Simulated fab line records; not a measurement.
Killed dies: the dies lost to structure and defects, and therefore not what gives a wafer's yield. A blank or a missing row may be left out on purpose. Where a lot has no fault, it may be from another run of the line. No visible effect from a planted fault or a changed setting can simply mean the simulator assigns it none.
Which tool is to blame?    flow gf180mcu    Sampling: 6 lots, 17 wafers, 4 of 602 route steps

== WHAT EACH GAUGE READ, for each wafer ==
GF_NWELL_OVL_MEAS_07.
lot   measured     on          NWELL_OVL (nm)
L609  day 3 11:52  overlay-02  1.4 3.8 3.1
L611  day 3 23:41  overlay-01  -1.2 -3.1 -2.7
L618  day 5 18:13  overlay-02  1.8 -2.6
L624  day 7 06:20  overlay-01  1.1 -0.2 1.6
L627  day 7 15:28  overlay-02  0.1 0.0 2.1
L630  day 8 07:28  overlay-01  0.9 1.4 -0.1

== WHAT TOOL EACH LOT RAN ON (gives the tool, then ch and the chambers of the sampled wafers, and finally the start) ==
lot   GF_STI_ETCH_13                     GF_STI_STRIP_15                      GF_DNWELL_STRIP_08
L609  rie-diel-03 ch 1,2,3, day 2 06:19  plasma-asher-03 ch 0,1, day 2 06:28  plasma-asher-03 ch 0,1, day 2 23:17
L611  rie-diel-03 ch 0,1, day 2 17:36    plasma-asher-04 ch 0,1, day 2 17:45  plasma-asher-03 ch 0,1, day 3 10:35
L618  rie-diel-03 ch 1,3, day 4 05:10    plasma-asher-02 ch 0,1, day 4 05:21  plasma-asher-02 ch 0,1, day 5 04:04
L624  rie-diel-04 ch 0,1,2, day 5 19:49  plasma-asher-03 ch 0,1, day 5 20:00  plasma-asher-02 ch 0,1, day 6 14:29
L627  rie-diel-04 ch 0,3, day 6 04:07    plasma-asher-04 ch 0,1, day 6 04:18  plasma-asher-03 ch 0,1, day 7 00:00
L630  rie-diel-04 ch 0,3, day 6 18:42    plasma-asher-02 ch 0,1, day 6 18:51  plasma-asher-03 ch 0, day 7 15:14
- GF_STI_ETCH_13: etches the open film in CHF3/O2, stops on Si, target depth 282.31 nm, time 112.9 s.
- GF_STI_STRIP_15: strips in O2/N2.
- GF_DNWELL_STRIP_08: strips in O2/N2.

== THE ANSWER, worked out from the rows above alone ==
Rule: the usual values come from the lots themselves. Put in order of their means at a reading, lots are off if they are a third of the lots or fewer, leave a main group of 4 or more, and stand apart from it by a gap of 3 or more times the standard deviation of the main group's means; of several such gaps the widest counts. If all means in a main group match to the digits the tables above print for the reading, that group is not used. A lot without any number at a reading at which 4 lots or more have one is off too. All remaining lots with rows at the step are treated as sound.
None of the lots is off at any reading shown; this tells nothing.

== WHAT THE SIMULATOR HAD PUT IN ==
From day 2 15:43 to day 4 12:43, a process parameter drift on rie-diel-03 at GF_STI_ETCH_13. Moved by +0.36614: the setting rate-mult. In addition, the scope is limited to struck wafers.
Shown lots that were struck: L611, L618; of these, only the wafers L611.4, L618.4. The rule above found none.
